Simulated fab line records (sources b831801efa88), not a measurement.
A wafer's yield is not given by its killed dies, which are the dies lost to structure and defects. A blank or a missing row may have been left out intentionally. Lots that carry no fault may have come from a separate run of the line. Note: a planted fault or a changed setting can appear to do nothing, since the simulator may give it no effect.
Which tool was responsible?    flow sky130    24 lots, 72 wafers sampled, at 6 steps of a route of 708

## WHAT EACH GAUGE READ, for each wafer
SKY_LDD_LDN_OVL_MEAS_07.
lot   measured      on          LDD_LDN_OVL (nm)
L074  day 22 13:55  overlay-02  -1.2 -1.9 -1.0
L075  day 22 21:35  overlay-02  0.4 -0.4 -1.5
L076  day 23 10:19  overlay-01  1.5 0.3 1.0
L077  day 23 19:07  overlay-01  -2.3 -1.6 -1.8
L078  day 24 16:23  overlay-01  0.9 -0.2 0.8
L079  day 25 06:16  overlay-02  0.3 -1.1 -0.7
L080  day 25 07:17  overlay-01  1.2 1.5 2.6
L082  day 25 19:11  overlay-01  3.1 0.3 3.8
L081  day 25 22:37  overlay-02  -2.3 -1.0 -0.5
L084  day 26 06:58  overlay-02  0.3 -0.7 -1.1
L083  day 26 07:32  overlay-02  -0.5 -0.9 -1.7
L085  day 26 17:40  overlay-01  1.3 -0.4 1.9
L086  day 27 02:41  overlay-01  0.2 0.2 -0.3
L088  day 28 06:28  overlay-02  -3.7 -1.5 -2.1
L087  day 28 07:49  overlay-01  0.5 1.6 0.6
L089  day 28 17:19  overlay-01  -1.0 -0.9 -0.6
L090  day 28 23:20  overlay-01  2.9 1.7 1.4
L091  day 29 00:07  overlay-02  -0.6 -1.1 0.3
L092  day 29 07:41  overlay-02  -1.2 -0.4 0.1
L093  day 29 09:43  overlay-01  2.9 2.0 1.3
L094  day 29 20:02  overlay-01  0.6 0.9 0.5
L095  day 30 02:26  overlay-02  -2.0 -1.5 -0.4
L096  day 30 21:58  overlay-02  -0.5 -1.6 -1.4
L097  day 30 22:37  overlay-02  -0.3 0.1 -0.5

SKY_POLY_CUT_OVL_MEAS_09.
lot   measured      on          POLY_CUT_OVL (nm)
L074  day 23 23:29  overlay-01  11 7 4
L075  day 24 05:57  overlay-02  9 1 7
L076  day 24 21:11  overlay-01  2 14 1
L077  day 25 03:26  overlay-01  7 5 2
L078  day 26 01:38  overlay-01  -2 -5 -3
L079  day 26 13:38  overlay-02  7 -1 -2
L080  day 26 16:38  overlay-02  2 5 0
L082  day 27 02:35  overlay-02  1 3 6
L081  day 27 06:05  overlay-01  -2 8 6
L084  day 27 15:26  overlay-02  6 15 10
L083  day 27 15:38  overlay-01  -2 2 13
L085  day 28 02:21  overlay-02  11 10 3
L086  day 28 09:08  overlay-02  11 0 11
L088  day 29 13:11  overlay-02  -3 9 2
L087  day 29 14:17  overlay-02  3 4 6
L089  day 30 00:11  overlay-01  10 11 12
L090  day 30 05:44  overlay-02  4 4 -3
L091  day 30 06:14  overlay-01  5 9 4
L092  day 30 13:56  overlay-02  1 10 3
L093  day 30 15:47  overlay-02  -3 -11 1
L094  day 31 02:44  overlay-01  13 -2 10
L095  day 31 09:54  overlay-01  3 5 0
L096  day 32 03:44  overlay-01  5 8 8
L097  day 32 05:14  overlay-01  1 10 13

SKY_VIA2_THK_MEAS_01.
lot   measured      on             VIA2_HDPCVD_THK (nm)
L074  day 34 22:46  film metro-03  1200 1193 1163
L075  day 35 03:05  film metro-03  1173 1176 1186
L076  day 35 16:35  film metro-02  1167 1165 1170
L077  day 35 23:17  film metro-04  1198 1184 1194
L078  day 36 17:32  film metro-03  1166 1175 1194
L079  day 37 07:22  film metro-02  1190 1202 1203
L080  day 37 08:38  film metro-02  1188 1182 1162
L082  day 37 18:17  film metro-03  1181 1185 1196
L081  day 37 19:35  film metro-03  1175 1158 1195
L084  day 38 03:47  film metro-02  1173 1196 1175
L083  day 38 05:08  film metro-04  1194 1205 1177
L085  day 38 12:18  film metro-03  1182 1215 1178
L086  day 38 21:07  film metro-03  1172 1185 1171
L088  day 39 21:44  film metro-02  1188 1200 1190
L087  day 39 21:58  film metro-03  1197 1209 1191
L089  day 40 06:28  film metro-02  1185 1186 1186
L090  day 40 11:08  film metro-04  1207 1180 1178
L091  day 40 12:01  film metro-03  1177 1172 1199
L092  day 40 20:25  film metro-02  1170 1207 1173
L093  day 40 22:14  film metro-03  1211 1188 1212
L094  day 41 07:23  film metro-04  1204 1178 1189
L095  day 41 10:59  film metro-02  1187 1182 1184
L096  day 42 04:55  film metro-03  1202 1174 1184
L097  day 42 07:32  film metro-03  1176 1179 1182

SKY_CAP2M_THK_MEAS_01.
lot   measured      on             CAP2M_CVD_00_THK (nm)
L074  day 39 12:19  film metro-04  15.60 15.68 15.54
L075  day 39 16:17  film metro-01  15.52 15.71 15.62
L076  day 40 04:06  film metro-01  14.97 15.41 15.27
L077  day 40 12:52  film metro-03  14.96 15.33 15.30
L078  day 41 04:17  film metro-01  15.33 15.75 15.35
L079  day 41 19:09  film metro-01  15.47 15.59 15.70
L080  day 41 19:28  film metro-01  15.45 15.44 16.02
L082  day 42 03:44  film metro-03  15.01 15.43 15.29
L081  day 42 04:38  film metro-03  15.31 15.47 15.16
L084  day 42 11:26  film metro-04  15.62 15.56 15.57
L083  day 42 12:40  film metro-04  15.04 15.35 15.37
L085  day 42 19:47  film metro-04  15.27 15.31 15.53
L086  day 43 04:10  film metro-01  15.21 15.17 15.29
L088  day 44 02:50  film metro-03  15.44 15.58 15.55
L087  day 44 02:12  film metro-04  15.11 15.86 15.53
L089  day 44 10:34  film metro-04  15.35 15.56 15.68
L090  day 44 14:25  film metro-04  15.48 15.48 15.31
L091  day 44 14:58  film metro-03  15.51 15.47 15.66
L092  day 44 22:43  film metro-04  15.63 15.43 15.53
L093  day 45 01:07  film metro-01  15.17 15.21 15.34
L094  day 45 09:25  film metro-01  15.47 15.54 15.34
L095  day 45 10:41  film metro-03  15.22 15.30 15.50
L096  day 46 02:57  film metro-04  14.84 15.37 15.09
L097  day 46 07:34  film metro-01  15.29 15.32 15.75

## TOOL THAT RAN EACH LOT (tool first, then ch and the chambers of the sampled wafers, then the start)
lot   SKY_POLY_GATE_ETCH_15               SKY_METAL1_SPUTTER_04
L074  rie diel-03 ch 0,3, day 16 03:43    pvd sputter-01, day 31 09:54
L075  rie diel-04 ch 0,3, day 16 12:28    pvd sputter-01, day 31 15:08
L076  rie diel-03 ch 0,1,2, day 16 23:34  pvd sputter-04, day 32 05:05
L077  rie diel-04 ch 0,2, day 17 08:31    pvd sputter-04, day 32 11:32
L078  rie diel-03 ch 0,3, day 18 04:40    pvd sputter-01, day 33 06:08
L079  rie diel-02 ch 1,2,3, day 18 19:01  pvd sputter-02, day 33 18:41
L080  rie diel-03 ch 1,2, day 18 19:04    pvd sputter-02, day 33 21:08
L082  rie diel-03 ch 0,3, day 19 06:34    pvd sputter-04, day 34 07:17
L081  rie diel-02 ch 1,2,3, day 19 09:52  pvd sputter-04, day 34 08:17
L084  rie diel-03 ch 1,2, day 19 20:58    pvd sputter-02, day 34 17:53
L083  rie diel-02 ch 1,3, day 19 21:22    pvd sputter-04, day 34 19:50
L085  rie diel-03 ch 0,1,3, day 20 07:52  pvd sputter-02, day 35 03:02
L086  rie diel-03 ch 0,1, day 20 16:43    pvd sputter-02, day 35 11:22
L088  rie diel-02 ch 1,2,3, day 22 00:10  pvd sputter-02, day 36 13:53
L087  rie diel-03 ch 0,1,3, day 22 00:55  pvd sputter-04, day 36 14:06
L089  rie diel-02 ch 0,3, day 22 11:52    pvd sputter-01, day 36 21:50
L090  rie diel-03 ch 0,1,3, day 22 17:52  pvd sputter-04, day 37 03:08
L091  rie diel-04 ch 0,3, day 22 19:10    pvd sputter-02, day 37 03:53
L092  rie diel-04 ch 0,2, day 23 03:07    pvd sputter-02, day 37 11:38
L093  rie diel-02 ch 0,1,2, day 23 04:37  pvd sputter-04, day 37 13:11
L094  rie diel-03 ch 0,3, day 23 17:10    pvd sputter-01, day 37 23:32
L095  rie diel-02 ch 1,2,3, day 23 22:16  pvd sputter-04, day 38 04:53
L096  rie diel-03 ch 2,3, day 24 19:04    pvd sputter-04, day 38 22:21
L097  rie diel-02 ch 0,2,3, day 24 19:55  pvd sputter-04, day 39 01:08
- SKY_POLY_GATE_ETCH_15: etches BARC in N2/H2, stops on SiO2, time 118.5 s, target depth 110 nm.
- SKY_METAL1_SPUTTER_04: material TiN, target thk 70 nm, time 58.3 s.

## AS READ BY THE TOOLS THEMSELVES (means over the sampled wafers that have a number; for cases with no such wafer, the mark the record gives instead)
SKY_POLY_GATE_ETCH_15.
lot   tool         bias w (W)  drypump motor current A (A)  n2 flow sccm (sccm)  oes product au (a.u.)  throttle valve pct (%)
L074  rie diel-03  99.8        5.6                          100.27               0.714                  13.207
L075  rie diel-04  99.5        5.7                          99.85                0.712                  13.211
L076  rie diel-03  100.0       5.7                          100.03               0.712                  13.223
L077  rie diel-04  99.9        6.0                          100.04               0.718                  13.210
L078  rie diel-03  99.9        5.9                          100.09               0.719                  13.215
L079  rie diel-02  100.1       5.8                          100.08               0.715                  13.220
L080  rie diel-03  100.1       5.9                          100.25               0.717                  13.226
L082  rie diel-03  100.0       5.6                          100.28               0.715                  13.216
L081  rie diel-02  100.1       5.8                          99.93                0.718                  13.214
L084  rie diel-03  100.1       5.9                          99.98                0.717                  13.213
L083  rie diel-02  99.9        5.4                          99.91                0.706                  13.224
L085  rie diel-03  99.9        5.8                          100.16               0.718                  13.217
L086  rie diel-03  100.0       5.5                          99.88                0.717                  13.218
L088  rie diel-02  99.7        5.8                          100.09               0.716                  13.215
L087  rie diel-03  100.4       5.8                          99.82                0.718                  13.211
L089  rie diel-02  100.0       5.9                          100.15               0.716                  13.221
L090  rie diel-03  100.3       5.8                          99.98                0.719                  13.214
L091  rie diel-04  99.8        5.7                          100.04               0.716                  13.206
L092  rie diel-04  99.9        6.4                          99.96                0.719                  13.214
L093  rie diel-02  99.8        5.9                          100.16               0.718                  13.206
L094  rie diel-03  99.7        5.6                          100.42               0.714                  13.219
L095  rie diel-02  100.2       5.8                          100.09               0.714                  13.221
L096  rie diel-03  99.9        6.0                          99.84                0.718                  13.200
L097  rie diel-02  100.1       6.1                          100.00               0.722                  13.224

SKY_METAL1_SPUTTER_04.
lot   tool            throttle valve pct (%)
L074  pvd sputter-01  29.1
L075  pvd sputter-01  29.5
L076  pvd sputter-04  30.0
L077  pvd sputter-04  29.7
L078  pvd sputter-01  28.9
L079  pvd sputter-02  30.1
L080  pvd sputter-02  30.6
L082  pvd sputter-04  30.1
L081  pvd sputter-04  30.1
L084  pvd sputter-02  30.5
L083  pvd sputter-04  29.7
L085  pvd sputter-02  30.5
L086  pvd sputter-02  30.4
L088  pvd sputter-02  30.1
L087  pvd sputter-04  29.9
L089  pvd sputter-01  28.9
L090  pvd sputter-04  29.9
L091  pvd sputter-02  30.6
L092  pvd sputter-02  29.8
L093  pvd sputter-04  29.9
L094  pvd sputter-01  29.7
L095  pvd sputter-04  30.2
L096  pvd sputter-04  30.2
L097  pvd sputter-04  30.0

## THE ANSWER, worked out from the rows above alone
Rule: what is usual is taken from the lots themselves. The widest of any qualifying gaps counts: lots, ordered by their means at a reading, are off when they make up no more than a third of the lots, leave a main group of 4 or more, and stand apart from it by 3 or more times the standard deviation of that group's means. If all means in a main group match to the digits the tables above print for the reading, that group is not used. A lot without any number at a reading at which 4 lots or more have one is off too. The other lots that the step has rows for count as sound. After the gauges, taken in route order, come the tools' own readings; for these a lot's mean is taken, as printed above. The first step at which some lot is off is used, and at that step the reading that is off furthest; a lot without a number counts as furthest.
No lot is off at any reading shown: from this, nothing can be told.

## WHAT THE SIMULATOR HAD INSERTED
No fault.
